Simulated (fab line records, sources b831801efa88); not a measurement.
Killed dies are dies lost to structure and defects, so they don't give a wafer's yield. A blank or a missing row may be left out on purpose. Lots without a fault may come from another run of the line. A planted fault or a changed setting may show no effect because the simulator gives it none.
fab line records | flow sky130
record lots=6 wafers=18 last_day=50
route steps=708 shown VIA3@591 METAL4@598 CAP2M@603 PAD_OPEN@708
lots that met no fault: from a run of the same line without faults
start_h: hours from the record's first day to the start of the lot's first wafer shown | wait_h: hours since the lot's step before | " the same as in the row above | L1.1+2: a row that stands for several wafers | - no value, or no start given | * or withheld: withheld | < > ~ a bound
route shown NAME@n: a module of which the file shows steps, and the number in the route of the first | usual: mean/standard deviation of fault-free wafers | same: alike in all rows | chamber/n: place in a boat | sites: the reading at each site | _std_site: their standard deviation | _edge_site: outer sites' mean less inner sites' | radius_mm: how far each site lies from the wafer's centre | mask NAME#n: copy n | behind: the tool/chamber that last shaped the wafer | hold: why the lot was held/for how many hours/how that ended | device: the transistor (n, p or np) that didn't switch | end of line: the same wafers' tests at the end of the route | a step without rows: its recipe alone | killed: dies lost to structure and defects at the first sort, not the wafer's yield | map: a wafer's dies, x killed, . not, _ none there
set.NAME: the setting as run; set.NAME@STEP: as run at that earlier step | model.NAME: the simulator's own value behind a step, which no gauge read
lots at some steps of the route; a table a step, a row a wafer
services: from which hour (start_h, from the record's first day; less than 0 if before it) a tool's chamber was out of use, for how many hours, and why
## steps
# step SKY_VIA3_CLEAN_18
# recipe chemistry=IPA time_s=180 temp_c=25
# step SKY_VIA3_CLEAN_19
# recipe chemistry=O3/DIW dry=n2_spin
# step SKY_VIA3_SPUTTER_20
# recipe material=TiN target_thk_nm=20 chamber_pressure_pa=5 power_w=4000 time_s=80
# usual throttle_valve_pct=30.0/0.99
# same time_s=80
# columns lot.wafer tool chamber start_h wait_h throttle_valve_pct
L125.2 pvd_sputter-01 - 944.78 0.0 30.3
L125.3 " - " " 28.5
L125.6 " - " " 28.6
L129.1 pvd_sputter-02 - 966.75 0.0 28.3
L129.4 " - " " 30.7
L129.6 " - " " 28.3
L136.1 pvd_sputter-01 - 1016.91 0.0 30.3
L136.2 " - " " 28.7
L136.4 " - " " 30.6
L137.2 pvd_sputter-01 - 1021.38 0.0 30.2
L137.4 " - " " 28.6
L137.6 " - " " 30.2
L139.1 pvd_sputter-02 - 1031.74 0.0 30.4
L139.3 " - " " 28.5
L139.4 " - " " 30.5
L147.1 pvd_sputter-04 - 1095.99 0.0 29.7
L147.2 " - " " 30.9
L147.3 " - " " 30.8
# step SKY_VIA3_CVD_21
# recipe material=W target_thk_nm=390 time_s=117.31 temp_c=400 pressure_torr=40
# usual heater_power_w=919/27
# same time_s=117.31
# columns lot.wafer tool chamber start_h wait_h heater_power_w
L125.2 cvd_w-02 0 944.84 0.0 932
L125.3 " 1 " " 937
L125.6 " 1 " " 939
L129.1 cvd_w-02 0 966.81 0.0 911
L129.4 " 0 " " 914
L129.6 " 0 " " 905
L136.1 cvd_w-02 1 1016.97 0.0 929
L136.2 " 0 " " 918
L136.4 " 0 " " 935
L137.2 cvd_w-01 0 1021.44 0.0 896
L137.4 " 0 " " 868
L137.6 " 0 " " 894
L139.1 cvd_w-02 1 1031.80 0.0 961
L139.3 " 1 " " 953
L139.4 " 1 " " 943
L147.1 cvd_w-01 0 1096.05 0.0 903
L147.2 " 1 " " 916
L147.3 " 1 " " 905
# step SKY_VIA3_RS_MEAS_22
# recipe thk_meas_gauge=four-point-probe reads=W_of_VIA3_CVD_21+TiN_of_VIA3_SPUTTER_20
# usual VIA3_W_RS=0.295/0.0031
# columns lot.wafer tool chamber start_h wait_h VIA3_W_RS[ohm/sq]
L125.2 film_metro-03 - 944.98 0.1 0.298
L125.3 " - " " 0.297
L125.6 " - " " 0.299
L129.1 film_metro-04 - 966.94 0.1 0.298
L129.4 " - " " 0.300
L129.6 " - " " 0.301
L136.1 film_metro-01 - 1017.09 0.1 0.297
L136.2 " - " " 0.297
L136.4 " - " " 0.296
L137.2 film_metro-03 - 1021.58 0.1 0.289
L137.4 " - " " 0.288
L137.6 " - " " 0.289
L139.1 film_metro-01 - 1032.05 0.2 0.293
L139.3 " - " " 0.294
L139.4 " - " " 0.291
L147.1 film_metro-01 - 1096.18 0.1 0.293
L147.2 " - " " 0.297
L147.3 " - " " 0.295
# step SKY_VIA3_THK_MEAS_23
# recipe thk_meas_gauge=xrf reads=W_of_VIA3_CVD_21
# usual VIA3_W_THK=397/7.4
# columns lot.wafer tool chamber start_h wait_h VIA3_W_THK[nm]
L125.2 film_metro-03 - 945.09 0.1 388
L125.3 " - " " 393
L125.6 " - " " 389
L129.1 film_metro-04 - 967.06 0.1 384
L129.4 " - " " 380
L129.6 " - " " 378
L136.1 film_metro-01 - 1017.21 0.1 402
L136.2 " - " " 402
L136.4 " - " " 400
L137.2 film_metro-03 - 1021.69 0.1 400
L137.4 " - " " 402
L137.6 " - " " 400
L139.1 film_metro-01 - 1032.17 0.1 409
L139.3 " - " " 406
L139.4 " - " " 407
L147.1 film_metro-01 - 1096.30 0.1 410
L147.2 " - " " 403
L147.3 " - " " 403
# step SKY_VIA3_CMP_24
# recipe stop_on=SiO2 t_overpolish_s=20 down_force_psi=3.5 platen_rpm=60 target_thk_nm=0 pad_velocity_m_s=0.94248
# step SKY_METAL4_SPUTTER_00
# recipe material=Ti target_thk_nm=15 power_w=3000 time_s=10 chamber_pressure_pa=0.4
# step SKY_METAL4_SPUTTER_01
# recipe material=TiN target_thk_nm=20 power_w=6500 time_s=16.7 chamber_pressure_pa=0.4
# usual throttle_valve_pct=29.7/0.92
# same time_s=16.7
# columns lot.wafer tool chamber start_h wait_h throttle_valve_pct
L125.2 pvd_sputter-03 - 945.47 0.0 29.2
L125.3 " - " " 30.0
L125.6 " - " " 29.1
L129.1 pvd_sputter-03 - 967.44 0.0 29.0
L129.4 " - " " 28.9
L129.6 " - " " 29.9
L136.1 pvd_sputter-03 - 1017.60 0.0 28.9
L136.2 " - " " 29.1
L136.4 " - " " 29.3
L137.2 pvd_sputter-03 - 1022.07 0.0 29.0
L137.4 " - " " 28.9
L137.6 " - " " 29.2
L139.1 pvd_sputter-03 - 1032.55 0.0 29.8
L139.3 " - " " 29.1
L139.4 " - " " 29.1
L147.1 pvd_sputter-03 - 1096.68 0.0 29.3
L147.2 " - " " 29.3
L147.3 " - " " 29.9
# step SKY_METAL4_SPUTTER_02
# recipe material=AlCu target_thk_nm=735 power_w=10600 time_s=39.1 chamber_pressure_pa=0.4
# usual throttle_valve_pct=29.7/0.9
# same time_s=39.1
# columns lot.wafer tool chamber start_h wait_h throttle_valve_pct
L125.2 pvd_sputter-03 - 945.49 0.0 29.0
L125.3 " - " " 29.7
L125.6 " - " " 29.2
L129.1 pvd_sputter-03 - 967.47 0.0 29.2
L129.4 " - " " 29.1
L129.6 " - " " 30.1
L136.1 pvd_sputter-03 - 1017.62 0.0 29.3
L136.2 " - " " 29.1
L136.4 " - " " 29.0
L137.2 pvd_sputter-03 - 1022.09 0.0 29.3
L137.4 " - " " 29.1
L137.6 " - " " 28.9
L139.1 pvd_sputter-03 - 1032.57 0.0 30.0
L139.3 " - " " 29.0
L139.4 " - " " 28.9
L147.1 pvd_sputter-03 - 1096.71 0.0 29.3
L147.2 " - " " 29.2
L147.3 " - " " 29.5
# step SKY_METAL4_SPUTTER_03
# recipe material=Ti target_thk_nm=5 power_w=3000 time_s=3.3 chamber_pressure_pa=0.4
# step SKY_METAL4_SPUTTER_04
# recipe material=TiN target_thk_nm=70 power_w=6500 time_s=58.3 chamber_pressure_pa=0.4
# usual throttle_valve_pct=29.7/0.94
# same time_s=58.3
# columns lot.wafer tool chamber start_h wait_h throttle_valve_pct
L125.2 pvd_sputter-03 - 945.55 0.0 29.1
L125.3 " - " " 29.6
L125.6 " - " " 29.2
L129.1 pvd_sputter-03 - 967.52 0.0 29.2
L129.4 " - " " 28.8
L129.6 " - " " 29.9
L136.1 pvd_sputter-03 - 1017.68 0.0 29.2
L136.2 " - " " 29.1
L136.4 " - " " 29.2
L137.2 pvd_sputter-03 - 1022.15 0.0 29.4
L137.4 " - " " 29.1
L137.6 " - " " 29.0
L139.1 pvd_sputter-03 - 1032.63 0.0 29.6
L139.3 " - " " 29.0
L139.4 " - " " 28.8
L147.1 pvd_sputter-03 - 1096.76 0.0 28.9
L147.2 " - " " 29.1
L147.3 " - " " 29.7
# step SKY_CAP2M_CVD_00
# recipe material=SiO2 target_thk_nm=15.5 temp_c=400 time_s=withheld rf_w=450
# usual heater_power_w=749/78
# columns lot.wafer tool chamber start_h wait_h heater_power_w model.SiO2_of_CAP2M_CVD_00.thk_nm
L125.2 pecvd-02 2 945.60 0.0 846 15.01
L125.3 " 1 " " 671 14.9
L125.6 " 0 " " 820 15.06
L129.1 pecvd-02 0 967.57 0.0 679 14.91
L129.4 " 2 " " 939 15.45
L129.6 " 1 " " 670 15.53
L136.1 pecvd-02 2 1017.73 0.0 848 13.35
L136.2 " 0 " " 834 12.97
L136.4 " 2 " " 858 13.6
L137.2 pecvd-02 0 1022.20 0.0 762 13.26
L137.4 " 2 " " 908 13.78
L137.6 " 0 " " 709 13.62
L139.1 pecvd-04 2 1032.68 0.0 781 15.54
L139.3 " 0 " " 744 15.38
L139.4 " 2 " " 781 15.54
L147.1 pecvd-01 1 1096.81 0.0 724 15.18
L147.2 " 2 " " 724 15.24
L147.3 " 2 " " 710 15.5
# step SKY_CAP2M_THK_MEAS_01
# recipe reads=SiO2_of_CAP2M_CVD_00
# usual CAP2M_CVD_00_THK=15.40/0.24
# columns lot.wafer tool chamber start_h wait_h CAP2M_CVD_00_THK[nm]
L125.2 film_metro-03 - 945.63 - 14.99
L125.3 " - " " 14.91
L125.6 " - " " 15.07
L129.1 film_metro-02 - 967.59 - 14.91
L129.4 " - " " 15.44
L129.6 " - " " 15.53
L136.1 film_metro-03 - 1017.75 - 13.36
L136.2 " - " " 13.02
L136.4 " - " " 13.60
L137.2 film_metro-01 - 1022.23 - 13.29
L137.4 " - " " 13.79
L137.6 " - " " 13.57
L139.1 film_metro-02 - 1032.70 - 15.55
L139.3 " - " " 15.44
L139.4 " - " " 15.53
L147.1 film_metro-03 - 1096.84 - 15.17
L147.2 " - " " 15.23
L147.3 " - " " 15.46
# step SKY_CAP2M_SPUTTER_02
# recipe material=TiN target_thk_nm=200 temp_c=300 power_w=6500 time_s=166.7 chamber_pressure_pa=0.4
# step SKY_CAP2M_RS_MEAS_03
# recipe thk_meas_gauge=four-point-probe reads=TiN_of_CAP2M_SPUTTER_02
# usual CAP2M_TIN_RS=6.94/0.074
# columns lot.wafer tool chamber start_h wait_h CAP2M_TIN_RS[ohm/sq]
L125.2 film_metro-03 - 945.81 0.1 6.95
L125.3 " - " " 7.07
L125.6 " - " " 7.04
L129.1 film_metro-03 - 967.76 0.1 6.95
L129.4 " - " " 7.01
L129.6 " - " " 7.03
L136.1 film_metro-01 - 1017.92 0.1 6.95
L136.2 " - " " 7.04
L136.4 " - " " 6.93
L137.2 film_metro-02 - 1022.41 0.1 6.86
L137.4 " - " " 6.95
L137.6 " - " " 6.97
L139.1 film_metro-01 - 1032.87 0.1 7.03
L139.3 " - " " 7.09
L139.4 " - " " 7.05
L147.1 film_metro-03 - 1097.01 0.1 6.95
L147.2 " - " " 6.91
L147.3 " - " " 6.90
# step SKY_CAP2M_THK_MEAS_04
# recipe thk_meas_gauge=xrf reads=TiN_of_CAP2M_SPUTTER_02
# usual CAP2M_TIN_THK=202.5/2.3
# columns lot.wafer tool chamber start_h wait_h CAP2M_TIN_THK[nm]
L125.2 film_metro-03 - 945.92 0.1 204.7
L125.3 " - " " 200.9
L125.6 " - " " 200.6
L129.1 film_metro-03 - 967.88 0.1 203.8
L129.4 " - " " 201.4
L129.6 " - " " 199.6
L136.1 film_metro-01 - 1018.04 0.1 202.0
L136.2 " - " " 199.8
L136.4 " - " " 202.4
L137.2 film_metro-02 - 1022.52 0.1 203.5
L137.4 " - " " 201.2
L137.6 " - " " 198.9
L139.1 film_metro-01 - 1032.99 0.1 200.1
L139.3 " - " " 198.4
L139.4 " - " " 199.8
L147.1 film_metro-03 - 1097.13 0.1 201.6
L147.2 " - " " 203.5
L147.3 " - " " 203.6
# step SKY_CAP2M_DEHYDRATE_05
# recipe temp_c=200 time_s=60
# step SKY_CAP2M_HMDS_06
# recipe prime_time_s=60 prime_temp_c=120
# step SKY_CAP2M_COAT_07
# recipe resist=NOVOLAK spin_rpm=3000 resist_thk_nm=1140
# step SKY_CAP2M_SOFTBAKE_08
# recipe temp_c=90 time_s=60 resist=NOVOLAK
# step SKY_CAP2M_EXPOSE_09
# recipe mask_id=CAP2M na=0.6 source_shape=conventional sigma_outer=0.6 polarization=unpolarized target_cd_nm=1000 dose_mj=159
# step SKY_CAP2M_PEB_10
# recipe temp_c=withheld time_s=* resist=NOVOLAK
# step SKY_CAP2M_DEVELOP_11
# recipe resist=NOVOLAK developer=TMAH develop_time_s=60 dev_temp_c=23
# step SKY_CAP2M_OVL_MEAS_12
# usual CAP2M_OVL=0.7/1.4
# columns lot.wafer tool chamber start_h wait_h CAP2M_OVL[nm]
L125.2 overlay-01 - 969.58 0.1 0.7
L125.3 " - " " 2.2
L125.6 " - " " 1.9
L129.1 overlay-01 - 992.30 0.1 -1.5
L129.4 " - " " -0.9
L129.6 " - " " -0.5
L136.1 overlay-01 - 1040.44 0.1 -1.0
L136.2 " - " " -0.6
L136.4 " - " " -1.4
L137.2 overlay-02 - 1044.88 0.1 1.6
L137.4 " - " " 1.2
L137.6 " - " " 0.7
L139.1 overlay-02 - 1053.73 0.1 0.2
L139.3 " - " " 0.1
L139.4 " - " " 0.6
L147.1 overlay-01 - 1117.23 0.1 1.6
L147.2 " - " " 2.3
L147.3 " - " " 2.4
# step SKY_CAP2M_METAL_ETCH_13
# recipe target_depth_nm=220 stop_on=SiO2 chemistry=Cl2/BCl3 target=TiN pressure_mtorr=10 icp_w=900 bias_w=48.5 Cl2_flow_sccm=60 bcl3_flow_sccm=30 time_s=62.9
# step SKY_CAP2M_STRIP_14
# recipe chemistry=O2/N2 power_w=1400 pressure_mtorr=1500 platen_temp_c=withheld o2_flow_sccm=3000 n2_flow_sccm=300 overash_fraction=0.5
# step SKY_CAP2M_STRIP_15
# recipe chemistry=post_etch_residue_remover time_s=1200 temp_c=72.5
# step SKY_CAP2M_CLEAN_16
# recipe chemistry=IPA time_s=180 temp_c=25
# step SKY_CAP2M_CLEAN_17
# recipe chemistry=O3/DIW dry=n2_spin
# step SKY_METAL4_DEHYDRATE_05
# recipe temp_c=200 time_s=60
# step SKY_METAL4_HMDS_06
# recipe prime_time_s=60 prime_temp_c=120
# step SKY_METAL4_COAT_07
# recipe resist=BARC temp_c=withheld time_s=withheld spin_rpm=3000 resist_thk_nm=60
# step SKY_METAL4_COAT_08
# recipe resist=KrF-thick spin_rpm=3000 resist_thk_nm=1140
# step SKY_METAL4_SOFTBAKE_09
# recipe temp_c=100 time_s=90 resist=KrF-thick
# step SKY_METAL4_EXPOSE_10
# recipe mask_id=MM4 na=0.68 source_shape=annular sigma_inner=0.4 sigma_outer=0.8 target_cd_nm=300 dose_mj=28
# step SKY_METAL4_PEB_11
# recipe peb_temp_c=withheld peb_time_s=withheld resist=KrF-thick
# step SKY_METAL4_DEVELOP_12
# recipe develop_time_s=60 resist=KrF-thick dev_temp_c=21
# step SKY_METAL4_CD_MEAS_13
# recipe target_cd_nm=300
# usual cd_nm=299.7/1.4
# columns lot.wafer tool chamber start_h wait_h cd_nm
L125.2 cd_sem-01 - 994.14 - 301.6
L125.3 " - " " 301.2
L125.6 " - " " 300.2
L129.1 cd_sem-01 - 1016.15 - 300.1
L129.4 " - " " 301.5
L129.6 " - " " 299.2
L136.1 cd_sem-02 - 1062.55 - 299.6
L136.2 " - " " 300.3
L136.4 " - " " 300.0
L137.2 cd_sem-01 - 1067.95 - 299.3
L137.4 " - " " 300.4
L137.6 " - " " 298.3
L139.1 cd_sem-02 - 1076.22 - 301.9
L139.3 " - " " 301.7
L139.4 " - " " 300.0
L147.1 cd_sem-02 - 1137.23 - 301.8
L147.2 " - " " 300.3
L147.3 " - " " 300.7
# step SKY_METAL4_OVL_MEAS_14
# usual METAL4_OVL=-3/6.3
# columns lot.wafer tool chamber start_h wait_h METAL4_OVL[nm]
L125.2 overlay-02 - 994.25 0.1 -3
L125.3 " - " " -6
L125.6 " - " " -6
L129.1 overlay-01 - 1016.27 0.1 -8
L129.4 " - " " -17
L129.6 " - " " -9
L136.1 overlay-02 - 1062.67 0.1 4
L136.2 " - " " -6
L136.4 " - " " 0
L137.2 overlay-01 - 1068.05 0.1 -1
L137.4 " - " " -3
L137.6 " - " " -3
L139.1 overlay-01 - 1076.34 0.1 7
L139.3 " - " " 4
L139.4 " - " " -1
L147.1 overlay-01 - 1137.35 0.1 -10
L147.2 " - " " -15
L147.3 " - " " -3
# step SKY_METAL4_DESCUM_15
# recipe chemistry=O2 source_power_w=150 bias_power_w=0 pressure_mtorr=10 temp_c=40 time_s=8
# step SKY_METAL4_ETCH_16
# recipe chemistry=N2/H2 target=BARC ion_energy_ev=200 bias_w=100 pressure_mtorr=30 n2_flow_sccm=100 h2_flow_sccm=200 icp_w=500 stop_on=SiO2 time_s=88.2 target_depth_a=600
# step SKY_METAL4_ETCH_17
# recipe target=SiO2 stop_on=TiN chemistry=C4F8/O2/Ar source_w=1500 bias_w=1200 pressure_mtorr=40 c4f8_flow_sccm=withheld O2_flow_sccm=6 Ar_flow_sccm=300 time_s=3.9 target_depth_a=150
# usual oes_product_au=0.752/0.0075
# same time_s=3.9
# columns lot.wafer tool chamber start_h wait_h oes_product_au rf_hours_counter_h
L125.2 rie_diel-04 0 994.41 0.1 0.741 13
L125.3 " 2 " " 0.731 5
L125.6 " 3 " " 0.746 -
L129.1 rie_diel-03 3 1016.44 0.1 0.738 4
L129.4 " 2 " " 0.757 -
L129.6 " 3 " " 0.752 -
L136.1 rie_diel-04 3 1062.84 0.1 0.709 14
L136.2 " 0 " " 0.691 15
L136.4 " 1 " " 0.710 17
L137.2 rie_diel-01 1 1068.21 0.1 0.699 24
L137.4 " 0 " " 0.715 13
L137.6 " 0 " " 0.709 -
L139.1 rie_diel-04 0 1076.51 0.1 0.749 16
L139.3 " 3 " " 0.750 14
L139.4 " 1 " " 0.754 18
L147.1 rie_diel-04 2 1137.51 0.1 0.748 9
L147.2 " 0 " " 0.751 18
L147.3 " 1 " " 0.758 20
# step SKY_PAD_OPEN_PROBE_99
# usual defect_limited_yield=82.5/2 killed_at_M0_to_M3=44/7.4 killed_at_M4_up=3.0/1.8 killed_at_contacts=24/5.1 killed_at_front_end=15/4.3 killed_at_other=0.3/0.54 killed_dies=86/9.9 killed_on_rim=17/3.9 killed_open=47/7.1 killed_short=38/6.7 sort_bin_3_pad_short=0.8/0.39 sort_bin_5_function=10.4/1.5 sort_bin_6_memory=6.2/1.2 sort_n_pass=406/9.9 sort_yield_pct=82.5/2
# same gross_dies=492 killed_at_back_side=0 sort_bin_4_leakage[%]=0 sort_bin_8_speed[%]=0
# columns lot.wafer tool chamber start_h wait_h defect_limited_yield[%] killed_at_M0_to_M3 killed_at_M4_up killed_at_contacts killed_at_front_end killed_at_other killed_dies killed_on_rim killed_open killed_short sort_bin_3_pad_short[%] sort_bin_5_function[%] sort_bin_6_memory[%] sort_n_pass sort_yield_pct[%] model.etest.cap_mim2.bv_v model.etest.cap_mim2.leak_log10_a_cm2 model.etest.cap_mim2.c_ff_um2
L125.2 prober-02 - 1090.64 0.1 83.7 35 5 22 18 0 80 21 42 38 0.6 9.6 6.1 412 83.7 13.49 -8.897 2.43
L125.3 prober-02 - 1090.69 0.2 83.1 40 5 23 15 0 83 13 41 42 1.4 9.8 5.7 409 83.1 13.51 -8.821 2.426
L125.6 prober-02 - 1090.84 0.2 86.2 37 1 12 18 0 68 11 38 30 1.2 7.9 4.7 424 86.2 13.23 -8.923 2.397
L129.1 prober-01 - 1110.44 0.1 82.9 51 6 17 10 0 84 16 40 44 0.8 11.0 5.3 408 82.9 13.9 -8.728 2.426
L129.4 prober-01 - 1110.59 0.2 84.8 44 2 17 12 0 75 14 42 33 0.2 9.6 5.5 417 84.8 13.52 -9.04 2.353
L129.6 prober-01 - 1110.69 0.2 79.1 59 6 25 13 0 103 21 56 47 0.6 12.8 7.5 389 79.1 13.46 -8.884 2.352
L136.1 prober-01 - 1149.48 0.1 82.1 34 10 30 14 0 88 19 46 42 0.8 9.8 7.3 404 82.1 11.77 -8.395 2.74
L136.2 prober-01 - 1149.53 0.1 81.1 47 4 24 18 0 93 14 53 40 1.2 10.6 7.1 399 81.1 11.48 -8.183 2.783
L136.4 prober-01 - 1149.63 0.2 83.7 47 6 21 6 0 80 15 41 39 0.2 9.6 6.5 412 83.7 11.92 -8.163 2.647
L137.2 prober-02 - 1155.78 0.1 80.9 34 4 32 24 0 94 24 50 44 0.8 11.6 6.7 398 80.9 11.87 -8.447 2.74
L137.4 prober-02 - 1155.88 0.2 82.1 38 3 23 24 0 88 19 57 31 0.4 11.4 6.1 404 82.1 12.05 -8.469 2.639
L137.6 prober-02 - 1155.98 0.2 81.5 53 2 21 15 0 91 22 41 50 0.8 11.2 6.5 401 81.5 12.16 -8.471 2.69
L139.1 prober-02 - 1164.71 0.1 83.7 34 3 24 18 1 80 15 44 36 0.6 10.0 5.7 412 83.7 13.58 -8.877 2.344
L139.3 prober-02 - 1164.81 0.2 81.7 44 3 27 16 0 90 16 48 42 1.0 10.0 7.3 402 81.7 13.32 -9.071 2.358
L139.4 prober-02 - 1164.86 0.2 81.3 37 2 26 27 0 92 17 52 40 1.0 10.8 6.9 400 81.3 14.18 -9.146 2.322
L147.1 prober-02 - 1211.64 0.1 81.3 55 1 26 10 0 92 13 52 40 1.0 11.6 6.1 400 81.3 13.93 -9.037 2.397
L147.2 prober-02 - 1211.69 0.1 82.9 51 4 15 13 1 84 16 55 29 1.2 10.0 5.9 408 82.9 14.01 -8.992 2.389
L147.3 prober-02 - 1211.74 0.2 81.9 44 5 26 14 0 89 20 47 42 0.8 11.0 6.3 403 81.9 14.13 -9.074 2.325
# killed by level:class
L125.2 CONTACT:geometric_particle:open=11 VIA1:geometric_particle:open=7 CONTACT:geometric_particle:short=6 FIELD_ISO:geometric_particle:short=5 VIA1:geometric_particle:short=5 METAL2:geometric_particle:short=5 VIA2:geometric_particle:open=5 POLY_GATE:geometric_particle:open=4
L125.3 VIA1:geometric_particle:open=11 CONTACT:geometric_particle:open=9 VIA2:geometric_particle:open=6 VIA1:geometric_particle:short=6 POLY_GATE:geometric_particle:short=5 LOCAL_INTERCONNECT:geometric_particle:short=5 METAL4:geometric_particle:short=5 METAL1:geometric_particle:short=4
L125.6 VIA1:geometric_particle:open=9 VIA2:geometric_particle:open=7 LI_CONTACT:geometric_particle:open=6 FIELD_ISO:geometric_particle:open=5 FIELD_ISO:geometric_particle:short=5 METAL1:geometric_particle:short=4 VIA1:geometric_particle:short=4 VIA2:geometric_particle:short=4
L129.1 VIA1:geometric_particle:open=9 METAL2:geometric_particle:short=9 VIA3:geometric_particle:open=6 CONTACT:geometric_particle:open=6 LI_CONTACT:geometric_particle:open=5 VIA1:geometric_particle:short=5 METAL3:geometric_particle:short=5 FIELD_ISO:geometric_particle:short=4
L129.4 VIA1:geometric_particle:open=8 LI_CONTACT:geometric_particle:open=7 METAL1:geometric_particle:short=7 VIA3:geometric_particle:open=6 METAL2:geometric_particle:short=5 VIA1:geometric_particle:short=4 VIA2:geometric_particle:open=4 FIELD_ISO:geometric_particle:open=3
L129.6 LI_CONTACT:geometric_particle:open=13 VIA1:geometric_particle:open=13 VIA1:geometric_particle:short=9 VIA3:geometric_particle:short=7 VIA2:geometric_particle:open=7 CONTACT:geometric_particle:open=6 METAL2:geometric_particle:short=6 CONTACT:geometric_particle:short=4
L136.1 VIA1:geometric_particle:open=11 CONTACT:geometric_particle:open=8 METAL4:geometric_particle:short=7 LI_CONTACT:geometric_particle:open=6 CONTACT:geometric_particle:short=6 VIA2:geometric_particle:open=6 FIELD_ISO:geometric_particle:short=4 LI_CONTACT:geometric_particle:short=4
L136.2 CONTACT:geometric_particle:open=12 VIA1:geometric_particle:open=10 METAL1:geometric_particle:short=9 VIA3:geometric_particle:open=7 METAL2:geometric_particle:short=6 POLY_GATE:geometric_particle:short=5 LI_CONTACT:geometric_particle:open=5 FIELD_ISO:geometric_particle:open=4
L136.4 VIA3:geometric_particle:open=10 METAL2:geometric_particle:short=9 CONTACT:geometric_particle:open=6 VIA1:geometric_particle:open=6 VIA2:geometric_particle:open=5 LI_CONTACT:geometric_particle:open=5 VIA1:geometric_particle:short=4 CONTACT:geometric_particle:short=4
L137.2 VIA1:geometric_particle:open=12 CONTACT:geometric_particle:open=9 LI_CONTACT:geometric_particle:open=9 FIELD_ISO:geometric_particle:short=8 POLY_GATE:geometric_particle:open=6 CONTACT:geometric_particle:short=6 LOCAL_INTERCONNECT:geometric_particle:short=5 VIA1:geometric_particle:short=5
L137.4 VIA1:geometric_particle:open=13 FIELD_ISO:geometric_particle:open=8 LI_CONTACT:geometric_particle:open=8 CONTACT:geometric_particle:open=8 VIA2:geometric_particle:open=6 FIELD_ISO:geometric_particle:short=4 POLY_GATE:geometric_particle:open=4 METAL1:geometric_particle:short=4
L137.6 VIA1:geometric_particle:open=12 VIA1:geometric_particle:short=8 CONTACT:geometric_particle:open=7 METAL1:geometric_particle:short=7 FIELD_ISO:geometric_particle:open=5 METAL3:geometric_particle:short=5 METAL2:geometric_particle:short=5 VIA2:geometric_particle:open=5
L139.1 CONTACT:geometric_particle:short=7 VIA1:geometric_particle:open=7 LI_CONTACT:geometric_particle:open=7 METAL2:geometric_particle:short=7 VIA2:geometric_particle:open=7 FIELD_ISO:geometric_particle:short=6 VIA3:geometric_particle:open=5 SPACER:geometric_particle:short=4
L139.3 VIA1:geometric_particle:open=10 CONTACT:geometric_particle:open=9 METAL2:geometric_particle:short=8 LI_CONTACT:geometric_particle:open=6 CONTACT:geometric_particle:short=6 VIA3:geometric_particle:open=6 LI_CONTACT:geometric_particle:short=5 METAL1:geometric_particle:short=5
L139.4 CONTACT:geometric_particle:open=14 VIA1:geometric_particle:open=9 FIELD_ISO:geometric_particle:short=8 FIELD_ISO:geometric_particle:open=6 VIA3:geometric_particle:open=6 LI_CONTACT:geometric_particle:open=5 VIA2:geometric_particle:open=5 POLY_GATE:geometric_particle:short=4
L147.1 VIA1:geometric_particle:open=12 CONTACT:geometric_particle:open=12 METAL2:geometric_particle:short=9 VIA1:geometric_particle:short=8 LI_CONTACT:geometric_particle:open=6 VIA3:geometric_particle:open=6 VIA2:geometric_particle:open=5 CONTACT:geometric_particle:short=4
L147.2 VIA3:geometric_particle:open=14 VIA1:geometric_particle:open=10 VIA2:geometric_particle:open=9 CONTACT:geometric_particle:open=6 FIELD_ISO:geometric_particle:short=4 POLY_GATE:geometric_particle:open=4 LI_CONTACT:geometric_particle:open=4 METAL3:geometric_particle:short=4
L147.3 VIA1:geometric_particle:open=14 CONTACT:geometric_particle:open=8 FIELD_ISO:geometric_particle:short=7 LI_CONTACT:geometric_particle:open=7 METAL1:geometric_particle:short=6 VIA3:geometric_particle:open=6 CONTACT:geometric_particle:short=5 METAL2:geometric_particle:open=5
## services
# columns tool chamber start_h hours kind
rie_diel-03 3 929.04 6.7 repair
pvd_sputter-04 - 932.38 1.5 repair
cvd_w-01 - 937.12 2.8 pm
pecvd-02 1 937.23 4.8 repair
pecvd-01 - 938.25 0.3 repair
pvd_sputter-04 - 941.53 4.7 repair
rie_diel-01 0 943.39 15.2 repair
pecvd-04 - 945.31 2.1 repair
rie_diel-03 3 945.49 3.3 repair
pvd_sputter-01 - 947.22 5.7 repair
rie_diel-03 - 952.53 2.8 pm
pecvd-04 - 955.06 0.8 repair
cvd_w-01 - 968.54 4.3 pm
rie_diel-04 3 982.85 1.9 repair
rie_diel-04 - 984.46 0.5 repair
cvd_w-02 0 1017.83 14.9 repair
pvd_sputter-02 - 1020.43 8.2 repair
rie_diel-01 - 1046.35 0.6 repair
cvd_w-01 - 1046.67 0.9 repair
rie_diel-01 0 1052.26 5.7 repair
pecvd-01 0 1080.48 28.9 repair
rie_diel-04 2 1094.87 12.6 repair
pvd_sputter-03 - 1098.89 9.3 repair
cvd_w-02 1 1134.44 2.4 repair
## key
first_sign step=SKY_CAP2M_THK_MEAS_01 reading=CAP2M_CVD_00_THK direction=down sigmas=8.2 usual=15.40 struck=13.44
effect step=SKY_METAL4_ETCH_17 reading=oes_product_au direction=down sigmas=6.2 usual=0.752 struck=0.705
model_effect step=SKY_CAP2M_CVD_00 value=SiO2_of_CAP2M_CVD_00.thk_nm without=15.32 struck=13.43
model_effect step=SKY_PAD_OPEN_PROBE_99 value=etest.cap_mim2.bv_v without=13.55 struck=11.87
met_at SKY_CAP2M_CVD_00
struck_wafers L136.1,L136.2,L136.4,L137.2,L137.4,L137.6
onset_between 967.57 1017.73
also_fits SKY_VIA3_SPUTTER_20:pvd_sputter-01
fault kind=process_parameter_drift tool=pecvd-02 chamber=- onset_h=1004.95 steps=SKY_CAP2M_CVD_00 channel=target_thk_nm offset=-1.8901 shape=step end_h=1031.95 acts_in=these_recipes_only stated=15.5
